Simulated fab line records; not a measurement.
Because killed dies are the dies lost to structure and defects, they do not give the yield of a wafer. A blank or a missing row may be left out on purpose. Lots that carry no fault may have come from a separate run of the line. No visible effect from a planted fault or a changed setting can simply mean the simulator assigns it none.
fab line records -- flow sky130 -- part 1 of 2: steps 1 to 26 of 39
[record] lots = 5, wafers = 15, last_day = 50
route steps=708 shown METAL2@483 VIA2@507
lots that met no fault: taken from a fault-free run of the same line
start_h: start of the lot's first displayed wafer, in hours after the record's first day -- wait_h: time in hours since the lot's previous step -- " as in the row above -- L1.1+2: one row covering several wafers at once -- - either no value or no given start -- * or withheld: withheld -- < > ~ a bound
route shown NAME@n: names a module that has steps shown in the file, with the first one's number in the route -- usual: the fault-free wafers' mean and standard deviation -- same: alike in all rows -- chamber/n: place in a boat -- sites: readings site by site -- _std_site: the standard deviation of these -- _edge_site: the outer-site mean with the inner-site mean subtracted -- radius_mm: how far each site lies from the wafer's centre -- mask NAME#n: copy n -- behind: tool/chamber where the wafer was last shaped -- hold: what put the lot on hold/how long, in hours/how the hold closed -- device: names the non-switching transistor (n, p or np) -- end of line: the same wafers' tests at the end of the route -- a step without rows: its recipe alone -- killed: count of dies lost to structure and defects at first sort (not the wafer's yield) -- map: per-die view of a wafer (x killed, . not killed, _ where there is no die)
set.NAME: setting as actually run; set.NAME@STEP: the setting as run at that earlier step -- model.NAME: the simulator's own value behind a step, which no gauge read
lots seen at some steps along the route; tables by step, rows by wafer
services: the hour from which a tool's chamber was out of use, counted from the record's first day as start_h (under 0 if before that day), plus the number of hours and why
[[steps]]
[step SKY_METAL2_SPUTTER_00]
[recipe] material = Ti, target_thk_nm = 15, power_w = 3000, time_s = 10, chamber_pressure_pa = 0.4
[usual] throttle_valve_pct = 29.8/0.88
lot.wafer,tool,chamber,start_h,wait_h,throttle_valve_pct
L079.1,pvd_sputter-01,-,830.97,0.1,28.4
L079.4,pvd_sputter-01,-,830.97,0.1,30.1
L079.6,pvd_sputter-01,-,830.97,0.1,28.4
L081.2,pvd_sputter-01,-,859.25,0.2,30.1
L081.3,pvd_sputter-01,-,859.25,0.2,28.3
L081.4,pvd_sputter-01,-,859.25,0.2,29.8
L086.2,pvd_sputter-01,-,884.92,0.1,30.3
L086.5,pvd_sputter-01,-,884.92,0.1,29.8
L086.6,pvd_sputter-01,-,884.92,0.1,29.3
L093.4,pvd_sputter-02,-,930.75,0.1,32.4
L093.5,pvd_sputter-02,-,930.75,0.1,28.7
L093.6,pvd_sputter-02,-,930.75,0.1,31.4
L097.2,pvd_sputter-04,-,959.66,0.1,29.2
L097.3,pvd_sputter-04,-,959.66,0.1,30.4
L097.4,pvd_sputter-04,-,959.66,0.1,30.0
[step SKY_METAL2_SPUTTER_01]
[recipe] material = TiN, target_thk_nm = 20, power_w = 6500, time_s = 16.7, chamber_pressure_pa = 0.4
[usual] throttle_valve_pct = 29.8/0.9
lot.wafer,tool,chamber,start_h,wait_h,throttle_valve_pct
L079.1,pvd_sputter-01,-,830.99,0.0,28.3
L079.4,pvd_sputter-01,-,830.99,0.0,29.7
L079.6,pvd_sputter-01,-,830.99,0.0,28.4
L081.2,pvd_sputter-01,-,859.27,0.0,30.4
L081.3,pvd_sputter-01,-,859.27,0.0,28.2
L081.4,pvd_sputter-01,-,859.27,0.0,30.0
L086.2,pvd_sputter-01,-,884.94,0.0,30.0
L086.5,pvd_sputter-01,-,884.94,0.0,29.7
L086.6,pvd_sputter-01,-,884.94,0.0,29.0
L093.4,pvd_sputter-02,-,930.77,0.0,32.4
L093.5,pvd_sputter-02,-,930.77,0.0,29.0
L093.6,pvd_sputter-02,-,930.77,0.0,31.5
L097.2,pvd_sputter-04,-,959.68,0.0,29.0
L097.3,pvd_sputter-04,-,959.68,0.0,30.4
L097.4,pvd_sputter-04,-,959.68,0.0,29.8
[step SKY_METAL2_SPUTTER_02]
[recipe] material = AlCu, target_thk_nm = 250, power_w = 10600, time_s = 13.3, chamber_pressure_pa = 0.4
[usual] throttle_valve_pct = 29.8/0.9
lot.wafer,tool,chamber,start_h,wait_h,throttle_valve_pct
L079.1,pvd_sputter-01,-,831.02,0.0,28.3
L079.4,pvd_sputter-01,-,831.02,0.0,30.1
L079.6,pvd_sputter-01,-,831.02,0.0,28.1
L081.2,pvd_sputter-01,-,859.30,0.0,30.4
L081.3,pvd_sputter-01,-,859.30,0.0,28.2
L081.4,pvd_sputter-01,-,859.30,0.0,29.9
L086.2,pvd_sputter-01,-,884.97,0.0,30.3
L086.5,pvd_sputter-01,-,884.97,0.0,30.0
L086.6,pvd_sputter-01,-,884.97,0.0,29.1
L093.4,pvd_sputter-02,-,930.80,0.0,32.2
L093.5,pvd_sputter-02,-,930.80,0.0,28.7
L093.6,pvd_sputter-02,-,930.80,0.0,31.1
L097.2,pvd_sputter-04,-,959.71,0.0,29.2
L097.3,pvd_sputter-04,-,959.71,0.0,30.2
L097.4,pvd_sputter-04,-,959.71,0.0,29.8
[step SKY_METAL2_SPUTTER_03]
[recipe] material = Ti, target_thk_nm = 5, power_w = 3000, time_s = 3.3, chamber_pressure_pa = 0.4
[usual] throttle_valve_pct = 29.9/0.89
lot.wafer,tool,chamber,start_h,wait_h,throttle_valve_pct
L079.1,pvd_sputter-01,-,831.04,0.0,28.3
L079.4,pvd_sputter-01,-,831.04,0.0,29.9
L079.6,pvd_sputter-01,-,831.04,0.0,28.6
L081.2,pvd_sputter-01,-,859.32,0.0,30.3
L081.3,pvd_sputter-01,-,859.32,0.0,28.3
L081.4,pvd_sputter-01,-,859.32,0.0,30.0
L086.2,pvd_sputter-01,-,884.99,0.0,30.4
L086.5,pvd_sputter-01,-,884.99,0.0,30.0
L086.6,pvd_sputter-01,-,884.99,0.0,29.3
L093.4,pvd_sputter-02,-,930.82,0.0,32.5
L093.5,pvd_sputter-02,-,930.82,0.0,29.0
L093.6,pvd_sputter-02,-,930.82,0.0,31.4
L097.2,pvd_sputter-04,-,959.73,0.0,29.5
L097.3,pvd_sputter-04,-,959.73,0.0,30.5
L097.4,pvd_sputter-04,-,959.73,0.0,29.9
[step SKY_METAL2_SPUTTER_04]
[recipe] material = TiN, target_thk_nm = 70, power_w = 6500, time_s = 58.3, chamber_pressure_pa = 0.4
[usual] throttle_valve_pct = 29.9/0.89
lot.wafer,tool,chamber,start_h,wait_h,throttle_valve_pct
L079.1,pvd_sputter-01,-,831.06,0.0,28.5
L079.4,pvd_sputter-01,-,831.06,0.0,30.0
L079.6,pvd_sputter-01,-,831.06,0.0,28.5
L081.2,pvd_sputter-01,-,859.34,0.0,30.3
L081.3,pvd_sputter-01,-,859.34,0.0,28.3
L081.4,pvd_sputter-01,-,859.34,0.0,30.2
L086.2,pvd_sputter-01,-,885.01,0.0,30.3
L086.5,pvd_sputter-01,-,885.01,0.0,30.2
L086.6,pvd_sputter-01,-,885.01,0.0,29.2
L093.4,pvd_sputter-02,-,930.84,0.0,32.3
L093.5,pvd_sputter-02,-,930.84,0.0,28.9
L093.6,pvd_sputter-02,-,930.84,0.0,31.4
L097.2,pvd_sputter-04,-,959.75,0.0,28.9
L097.3,pvd_sputter-04,-,959.75,0.0,30.6
L097.4,pvd_sputter-04,-,959.75,0.0,29.6
[step SKY_METAL2_RS_MEAS_05]
[recipe] thk_meas_gauge = four-point-probe, reads = TiN_of_METAL2_SPUTTER_04+Ti_of_METAL2_SPUTTER_03+AlCu_of_METAL2_SPUTTER_02+TiN_of_METAL2_SPUTTER_01+Ti_of_METAL2_SPUTTER_00
[usual] METAL2_ALCU_RS = 0.1267/0.00095
lot.wafer,tool,chamber,start_h,wait_h,METAL2_ALCU_RS[ohm/sq]
L079.1,film_metro-02,-,831.11,0.0,0.1264
L079.4,film_metro-02,-,831.11,0.0,0.1264
L079.6,film_metro-02,-,831.11,0.0,0.1265
L081.2,film_metro-03,-,859.41,0.0,0.1262
L081.3,film_metro-03,-,859.41,0.0,0.1261
L081.4,film_metro-03,-,859.41,0.0,0.1264
L086.2,film_metro-03,-,885.08,0.0,0.1278
L086.5,film_metro-03,-,885.08,0.0,0.1277
L086.6,film_metro-03,-,885.08,0.0,0.1279
L093.4,film_metro-03,-,930.95,0.1,0.1258
L093.5,film_metro-03,-,930.95,0.1,0.1256
L093.6,film_metro-03,-,930.95,0.1,0.1259
L097.2,film_metro-02,-,959.82,0.0,0.1260
L097.3,film_metro-02,-,959.82,0.0,0.1274
L097.4,film_metro-02,-,959.82,0.0,0.1258
[step SKY_METAL2_THK_MEAS_06]
[recipe] thk_meas_gauge = xrf, reads = AlCu_of_METAL2_SPUTTER_02
[usual] METAL2_ALCU_THK = 249.7/2.5
lot.wafer,tool,chamber,start_h,wait_h,METAL2_ALCU_THK[nm]
L079.1,film_metro-02,-,831.23,0.1,248.4
L079.4,film_metro-02,-,831.23,0.1,248.5
L079.6,film_metro-02,-,831.23,0.1,250.7
L081.2,film_metro-03,-,859.52,0.1,250.6
L081.3,film_metro-03,-,859.52,0.1,250.7
L081.4,film_metro-03,-,859.52,0.1,249.4
L086.2,film_metro-03,-,885.19,0.1,249.5
L086.5,film_metro-03,-,885.19,0.1,248.3
L086.6,film_metro-03,-,885.19,0.1,249.8
L093.4,film_metro-03,-,931.04,0.1,252.7
L093.5,film_metro-03,-,931.04,0.1,254.1
L093.6,film_metro-03,-,931.04,0.1,253.7
L097.2,film_metro-02,-,959.93,0.1,250.1
L097.3,film_metro-02,-,959.93,0.1,249.4
L097.4,film_metro-02,-,959.93,0.1,252.5
[step SKY_METAL2_DEHYDRATE_07]
[recipe] temp_c = 200, time_s = 60
lot.wafer,tool,chamber,start_h,wait_h
L079.1+4+6,litho_track-04,0,843.30,12.1
L081.2+3+4,litho_track-03,0,871.86,12.3
L086.2+5+6,litho_track-03,0,897.26,12.1
L093.4+5+6,litho_track-01,0,942.06,11.0
L097.2+3+4,litho_track-04,0,971.17,11.2
[step SKY_METAL2_HMDS_08]
[recipe] prime_time_s = 60, prime_temp_c = 120
lot.wafer,tool,chamber,start_h,wait_h
L079.1+4+6,litho_track-04,0,843.45,0.1
L081.2+3+4,litho_track-03,0,872.01,0.1
L086.2+5+6,litho_track-03,0,897.41,0.1
L093.4+5+6,litho_track-01,0,942.21,0.1
L097.2+3+4,litho_track-04,0,971.32,0.1
[step SKY_METAL2_COAT_09]
[recipe] resist = BARC, temp_c = withheld, time_s = withheld, spin_rpm = 3000, resist_thk_nm = 60
[usual] dispense_pressure_kPa = 52/3.6
lot.wafer,tool,chamber,start_h,wait_h,dispense_pressure_kPa
L079.1,litho_track-04,0,843.60,0.1,51
L079.4,litho_track-04,0,843.60,0.1,51
L079.6,litho_track-04,0,843.60,0.1,51
L081.2,litho_track-03,0,872.16,0.1,49
L081.3,litho_track-03,0,872.16,0.1,49
L081.4,litho_track-03,0,872.16,0.1,49
L086.2,litho_track-03,0,897.56,0.1,49
L086.5,litho_track-03,0,897.56,0.1,49
L086.6,litho_track-03,0,897.56,0.1,49
L093.4,litho_track-01,0,942.36,0.1,58
L093.5,litho_track-01,0,942.36,0.1,58
L093.6,litho_track-01,0,942.36,0.1,58
L097.2,litho_track-04,0,971.47,0.1,51
L097.3,litho_track-04,0,971.47,0.1,51
L097.4,litho_track-04,0,971.47,0.1,51
[step SKY_METAL2_COAT_10]
[recipe] resist = KrF-thick, spin_rpm = 3000, resist_thk_nm = 450
[usual] dispense_pressure_kPa = 52/3.6
lot.wafer,tool,chamber,start_h,wait_h,dispense_pressure_kPa
L079.1,litho_track-04,0,-,-,51
L079.4,litho_track-04,0,-,-,51
L079.6,litho_track-04,0,-,-,51
L081.2,litho_track-03,0,-,-,49
L081.3,litho_track-03,0,-,-,49
L081.4,litho_track-03,0,-,-,49
L086.2,litho_track-03,0,-,-,49
L086.5,litho_track-03,0,-,-,49
L086.6,litho_track-03,0,-,-,49
L093.4,litho_track-01,0,-,-,58
L093.5,litho_track-01,0,-,-,58
L093.6,litho_track-01,0,-,-,58
L097.2,litho_track-04,0,-,-,51
L097.3,litho_track-04,0,-,-,51
L097.4,litho_track-04,0,-,-,51
[step SKY_METAL2_SOFTBAKE_11]
[recipe] temp_c = 100, time_s = 90, resist = KrF-thick
lot.wafer,tool,chamber,start_h,wait_h
L079.1+4+6,litho_track-04,0,-,-
L081.2+3+4,litho_track-03,0,-,-
L086.2+5+6,litho_track-03,0,-,-
L093.4+5+6,litho_track-01,0,-,-
L097.2+3+4,litho_track-04,0,-,-
[step SKY_METAL2_EXPOSE_12]
[recipe] mask_id = MM2, na = 0.8, source_shape = annular, sigma_inner = 0.55, sigma_outer = 0.85, target_cd_nm = 140, dose_mj = 28
[same] sigma_outer = 0.85
lot.wafer,tool,chamber,start_h,wait_h,mask
L079.1+4+6,krf_scanner-01,0,-,-,MM2#0
L081.2+3+4,krf_scanner-02,0,-,-,MM2#0
L086.2+5+6,krf_scanner-01,0,-,-,MM2#0
L093.4+5+6,krf_scanner-02,0,-,-,MM2#0
L097.2+3+4,krf_scanner-02,0,-,-,MM2#0
[step SKY_METAL2_PEB_13]
[recipe] peb_temp_c = withheld, peb_time_s = withheld, resist = KrF-thick
lot.wafer,tool,chamber,start_h,wait_h
L079.1+4+6,litho_track-03,0,-,-
L081.2+3+4,litho_track-01,0,-,-
L086.2+5+6,litho_track-04,0,-,-
L093.4+5+6,litho_track-03,0,-,-
L097.2+3+4,litho_track-03,0,-,-
[step SKY_METAL2_DEVELOP_14]
[recipe] develop_time_s = 60, resist = KrF-thick, dev_temp_c = 21
[usual] developer_temp_C = 20.98/0.11
lot.wafer,tool,chamber,start_h,wait_h,developer_temp_C
L079.1,litho_track-03,0,-,-,21.04
L079.4,litho_track-03,0,-,-,21.08
L079.6,litho_track-03,0,-,-,20.92
L081.2,litho_track-01,0,-,-,21.04
L081.3,litho_track-01,0,-,-,20.93
L081.4,litho_track-01,0,-,-,20.97
L086.2,litho_track-04,0,-,-,20.99
L086.5,litho_track-04,0,-,-,20.94
L086.6,litho_track-04,0,-,-,20.78
L093.4,litho_track-03,0,-,-,20.86
L093.5,litho_track-03,0,-,-,20.91
L093.6,litho_track-03,0,-,-,20.94
L097.2,litho_track-03,0,-,-,20.82
L097.3,litho_track-03,0,-,-,20.97
L097.4,litho_track-03,0,-,-,20.72
[step SKY_METAL2_CD_MEAS_15]
[recipe] target_cd_nm = 140
[usual] cd_nm = 139.6/1.6
lot.wafer,tool,chamber,start_h,wait_h,cd_nm
L079.1,cd_sem-02,-,857.19,-,139.6
L079.4,cd_sem-02,-,857.19,-,137.6
L079.6,cd_sem-02,-,857.19,-,139.7
L081.2,cd_sem-02,-,886.05,-,138.4
L081.3,cd_sem-02,-,886.05,-,136.8
L081.4,cd_sem-02,-,886.05,-,138.7
L086.2,cd_sem-01,-,910.52,-,137.7
L086.5,cd_sem-01,-,910.52,-,135.7
L086.6,cd_sem-01,-,910.52,-,137.5
L093.4,cd_sem-01,-,955.50,-,137.2
L093.5,cd_sem-01,-,955.50,-,137.5
L093.6,cd_sem-01,-,955.50,-,137.6
L097.2,cd_sem-01,-,983.66,-,141.9
L097.3,cd_sem-01,-,983.66,-,142.0
L097.4,cd_sem-01,-,983.66,-,142.6
[step SKY_METAL2_OVL_MEAS_16]
[usual] METAL2_OVL = -1/4.9
lot.wafer,tool,chamber,start_h,wait_h,METAL2_OVL[nm]
L079.1,overlay-01,-,857.31,0.1,0
L079.4,overlay-01,-,857.31,0.1,3
L079.6,overlay-01,-,857.31,0.1,-1
L081.2,overlay-01,-,886.16,0.1,-1
L081.3,overlay-01,-,886.16,0.1,-2
L081.4,overlay-01,-,886.16,0.1,3
L086.2,overlay-01,-,910.62,0.1,-6
L086.5,overlay-01,-,910.62,0.1,0
L086.6,overlay-01,-,910.62,0.1,-7
L093.4,overlay-02,-,955.58,0.1,-8
L093.5,overlay-02,-,955.58,0.1,-9
L093.6,overlay-02,-,955.58,0.1,-9
L097.2,overlay-02,-,983.77,0.1,0
L097.3,overlay-02,-,983.77,0.1,8
L097.4,overlay-02,-,983.77,0.1,3
[step SKY_METAL2_DESCUM_17]
[recipe] chemistry = O2, source_power_w = 150, bias_power_w = 0, pressure_mtorr = 10, temp_c = 40, time_s = 8
[usual] drypump_motor_current_A = 6.06/0.26, oes_product_au = 0.999/0.0076
lot.wafer,tool,chamber,start_h,wait_h,drypump_motor_current_A,oes_product_au,rf_hours_counter_h
L079.1,rie_metal-02,0,857.35,0.0,6.06,0.994,13
L079.4,rie_metal-02,0,857.35,0.0,6.06,0.998,-
L079.6,rie_metal-02,0,857.35,0.0,6.05,0.997,-
L081.2,rie_metal-01,0,886.19,0.0,6.12,0.983,18
L081.3,rie_metal-01,0,886.19,0.0,6.11,0.991,-
L081.4,rie_metal-01,1,886.19,0.0,6.55,0.998,-
L086.2,rie_metal-04,1,910.65,0.0,5.79,1.014,1
L086.5,rie_metal-04,1,910.65,0.0,5.79,1.009,-
L086.6,rie_metal-04,0,910.65,0.0,5.87,1.008,-
L093.4,rie_metal-02,0,955.61,0.0,6.04,0.994,-
L093.5,rie_metal-02,0,955.61,0.0,6.06,0.996,-
L093.6,rie_metal-02,1,955.61,0.0,6.27,1.005,-
L097.2,rie_metal-04,1,983.80,0.0,5.80,1.003,4
L097.3,rie_metal-04,1,983.80,0.0,5.79,1.003,-
L097.4,rie_metal-04,0,983.80,0.0,5.87,1.007,-
[step SKY_METAL2_ETCH_18]
[recipe] chemistry = N2/H2, target = BARC, ion_energy_ev = 200, bias_w = 100, pressure_mtorr = 30, n2_flow_sccm = 100, h2_flow_sccm = 200, icp_w = 500, stop_on = SiO2, time_s = 45.9, target_depth_a = 600
[usual] bias_w = 100.1/0.32, drypump_motor_current_A = 6.07/0.26, oes_product_au = 0.855/0.0042, throttle_valve_pct = 13.226/0.0086
lot.wafer,tool,chamber,start_h,wait_h,bias_w,drypump_motor_current_A,oes_product_au,rf_hours_counter_h,throttle_valve_pct
L079.1,rie_metal-02,0,857.38,0.0,99.9,6.08,0.856,13,13.230
L079.4,rie_metal-02,0,857.38,0.0,100.1,6.05,0.857,-,13.234
L079.6,rie_metal-02,0,857.38,0.0,99.5,6.07,0.847,-,13.224
L081.2,rie_metal-01,0,886.22,0.0,99.8,6.12,0.861,18,13.218
L081.3,rie_metal-01,0,886.22,0.0,99.9,6.12,0.848,-,13.237
L081.4,rie_metal-01,1,886.22,0.0,100.3,6.58,0.856,-,13.226
L086.2,rie_metal-04,1,910.68,0.0,100.1,5.80,0.849,1,13.229
L086.5,rie_metal-04,1,910.68,0.0,100.2,5.78,0.855,-,13.230
L086.6,rie_metal-04,0,910.68,0.0,100.1,5.90,0.859,-,13.231
L093.4,rie_metal-02,0,955.65,0.0,99.5,6.06,0.863,-,13.217
L093.5,rie_metal-02,0,955.65,0.0,99.7,6.06,0.856,-,13.218
L093.6,rie_metal-02,1,955.65,0.0,99.8,6.27,0.856,-,13.213
L097.2,rie_metal-04,1,983.83,0.0,99.8,5.81,0.861,4,13.239
L097.3,rie_metal-04,1,983.83,0.0,99.7,5.80,0.855,-,13.232
L097.4,rie_metal-04,0,983.83,0.0,100.3,5.88,0.857,-,13.227
[step SKY_METAL2_METAL_ETCH_19]
[recipe] target_depth_a = 3600, stop_on = SiO2, over_etch_frac = 0.3, time_s = 78, chemistry = Cl2/BCl3, resist_sidewall_deg = 88, pressure_mtorr = 10, icp_w = 900, bias_w = 48.5, Cl2_flow_sccm = 60, bcl3_flow_sccm = 30
[usual] bias_w = 48.52/0.15, drypump_motor_current_A = 6.05/0.26, oes_product_au = 0.855/0.0046, throttle_valve_pct = 22.265/0.0098
lot.wafer,tool,chamber,start_h,wait_h,bias_w,drypump_motor_current_A,oes_product_au,rf_hours_counter_h,throttle_valve_pct
L079.1,rie_metal-02,0,857.44,0.0,48.19,6.05,0.856,13,22.264
L079.4,rie_metal-02,0,857.44,0.0,48.42,6.07,0.851,-,22.270
L079.6,rie_metal-02,0,857.44,0.0,48.53,6.02,0.860,-,22.257
L081.2,rie_metal-01,0,886.28,0.0,48.44,6.11,0.855,18,22.266
L081.3,rie_metal-01,0,886.28,0.0,48.49,6.10,0.862,-,22.249
L081.4,rie_metal-01,1,886.28,0.0,48.98,6.61,0.857,-,22.256
L086.2,rie_metal-04,1,910.75,0.0,48.42,5.78,0.845,1,22.252
L086.5,rie_metal-04,1,910.75,0.0,48.45,5.80,0.852,-,22.270
L086.6,rie_metal-04,0,910.75,0.0,48.57,5.88,0.850,-,22.268
L093.4,rie_metal-02,0,955.72,0.1,48.45,6.02,0.855,-,22.266
L093.5,rie_metal-02,0,955.72,0.1,48.88,6.06,0.855,-,22.274
L093.6,rie_metal-02,1,955.72,0.1,48.34,6.22,0.854,-,22.253
L097.2,rie_metal-04,1,983.89,0.0,48.37,5.78,0.854,4,22.267
L097.3,rie_metal-04,1,983.89,0.0,48.52,5.78,0.849,-,22.267
L097.4,rie_metal-04,0,983.89,0.0,48.49,5.87,0.850,-,22.265
[step SKY_METAL2_STRIP_20]
[recipe] chemistry = O2/N2, power_w = 1400, pressure_mtorr = 1500, platen_temp_c = withheld, o2_flow_sccm = 3000, n2_flow_sccm = 300, overash_fraction = 0.5
[usual] drypump_motor_current_A = 5.72/0.3, oes_product_au = 0.343/0.0048, strip_time_to_endpoint_s = 2.70/0.033
[same] overash_fraction = 0.5
lot.wafer,tool,chamber,start_h,wait_h,drypump_motor_current_A,oes_product_au,rf_hours_counter_h,strip_time_to_endpoint_s
L079.1,plasma_asher-04,1,857.53,0.1,5.71,0.342,71,2.67
L079.4,plasma_asher-04,0,857.53,0.1,5.76,0.341,-,2.65
L079.6,plasma_asher-04,1,857.53,0.1,5.74,0.344,-,2.66
L081.2,plasma_asher-04,0,886.37,0.1,5.75,0.343,74,2.77
L081.3,plasma_asher-04,0,886.37,0.1,5.76,0.342,-,2.78
L081.4,plasma_asher-04,1,886.37,0.1,5.82,0.349,-,2.70
L086.2,plasma_asher-01,1,910.84,0.1,5.92,0.334,48,2.69
L086.5,plasma_asher-01,1,910.84,0.1,5.89,0.340,-,2.70
L086.6,plasma_asher-01,0,910.84,0.1,6.11,0.337,-,2.67
L093.4,plasma_asher-04,0,955.81,0.1,5.73,0.344,-,2.71
L093.5,plasma_asher-04,0,955.81,0.1,5.74,0.336,-,2.71
L093.6,plasma_asher-04,1,955.81,0.1,5.79,0.344,-,2.68
L097.2,plasma_asher-01,1,983.98,0.1,5.90,0.339,54,2.63
L097.3,plasma_asher-01,0,983.98,0.1,6.13,0.342,-,2.67
L097.4,plasma_asher-01,1,983.98,0.1,5.90,0.343,-,2.69
[step SKY_METAL2_STRIP_21]
[recipe] chemistry = post_etch_residue_remover, time_s = 1200, temp_c = 72.5
[usual] bath_heat_duty_pct = 15.5/1.5
lot.wafer,tool,chamber,start_h,wait_h,bath_heat_duty_pct
L079.1,wet_bench-03,0,857.63,0.1,16.3
L079.4,wet_bench-03,0,857.63,0.1,16.1
L079.6,wet_bench-03,0,857.63,0.1,16.6
L081.2,wet_bench-03,0,886.47,0.1,16.5
L081.3,wet_bench-03,0,886.47,0.1,15.6
L081.4,wet_bench-03,0,886.47,0.1,17.2
L086.2,wet_bench-01,3,910.94,0.1,14.2
L086.5,wet_bench-01,3,910.94,0.1,15.9
L086.6,wet_bench-01,3,910.94,0.1,15.4
L093.4,wet_bench-03,2,955.88,0.0,15.4
L093.5,wet_bench-03,2,955.88,0.0,13.7
L093.6,wet_bench-03,2,955.88,0.0,15.3
L097.2,wet_bench-02,2,984.08,0.1,15.0
L097.3,wet_bench-02,2,984.08,0.1,14.0
L097.4,wet_bench-02,2,984.08,0.1,14.9
[step SKY_METAL2_CLEAN_22]
[recipe] chemistry = IPA, time_s = 180, temp_c = 25
[usual] bath_heat_duty_pct = 6.5/0.64
lot.wafer,tool,chamber,start_h,wait_h,bath_heat_duty_pct
L079.1,wet_bench-02,0,857.97,0.0,7.4
L079.4,wet_bench-02,0,857.97,0.0,6.8
L079.6,wet_bench-02,0,857.97,0.0,6.1
L081.2,wet_bench-01,2,886.81,0.0,6.3
L081.3,wet_bench-01,2,886.81,0.0,5.4
L081.4,wet_bench-01,2,886.81,0.0,5.5
L086.2,wet_bench-02,1,911.28,0.0,5.4
L086.5,wet_bench-02,1,911.28,0.0,6.7
L086.6,wet_bench-02,1,911.28,0.0,6.7
L093.4,wet_bench-03,3,956.29,0.0,6.8
L093.5,wet_bench-03,3,956.29,0.0,5.6
L093.6,wet_bench-03,3,956.29,0.0,6.1
L097.2,wet_bench-03,3,984.42,0.0,6.3
L097.3,wet_bench-03,3,984.42,0.0,6.7
L097.4,wet_bench-03,3,984.42,0.0,5.0
[step SKY_METAL2_CLEAN_23]
[recipe] chemistry = O3/DIW, dry = n2_spin
lot.wafer,tool,chamber,start_h,wait_h
L079.1+4+6,wet_bench-03,0,858.04,0.0
L081.2+3+4,wet_bench-02,2,886.87,0.0
L086.2+5+6,wet_bench-03,0,911.34,0.0
L093.4+5+6,wet_bench-01,2,956.36,0.0
L097.2+3+4,wet_bench-01,3,984.49,0.0
[step SKY_VIA2_HDPCVD_00]
[recipe] material = SiO2, target_thk_nm = 1180, sigma_open_frac = 0.3, time_s = 196.7, temp_c = 400, sih4_flow_sccm = 60, pressure_mtorr = 6
lot.wafer,tool,chamber,start_h,wait_h
L079.1+4+6,hdpcvd-01,"2,2,1",858.13,0.0
L081.2+3+4,hdpcvd-02,"1,2,2",886.96,0.0
L086.2+5+6,hdpcvd-02,"2,2,0",911.43,0.0
L093.4+5+6,hdpcvd-01,"1,2,0",956.51,0.1
L097.2+3+4,hdpcvd-01,"1,2,0",984.58,0.0
[step SKY_VIA2_THK_MEAS_01]
[recipe] reads = SiO2_of_VIA2_HDPCVD_00
[usual] VIA2_HDPCVD_THK = 1179/12
lot.wafer,tool,chamber,start_h,wait_h,VIA2_HDPCVD_THK[nm]
L079.1,film_metro-03,-,858.25,0.1,1168
L079.4,film_metro-03,-,858.25,0.1,1168
L079.6,film_metro-03,-,858.25,0.1,1182
L081.2,film_metro-01,-,887.10,0.1,1177
L081.3,film_metro-01,-,887.10,0.1,1185
L081.4,film_metro-01,-,887.10,0.1,1175
L086.2,film_metro-04,-,911.57,0.1,1165
L086.5,film_metro-04,-,911.57,0.1,1177
L086.6,film_metro-04,-,911.57,0.1,1174
L093.4,film_metro-01,-,956.60,0.0,1198
L093.5,film_metro-01,-,956.60,0.0,1182
L093.6,film_metro-01,-,956.60,0.0,1185
L097.2,film_metro-03,-,984.72,0.1,1173
L097.3,film_metro-03,-,984.72,0.1,1181
L097.4,film_metro-03,-,984.72,0.1,1175
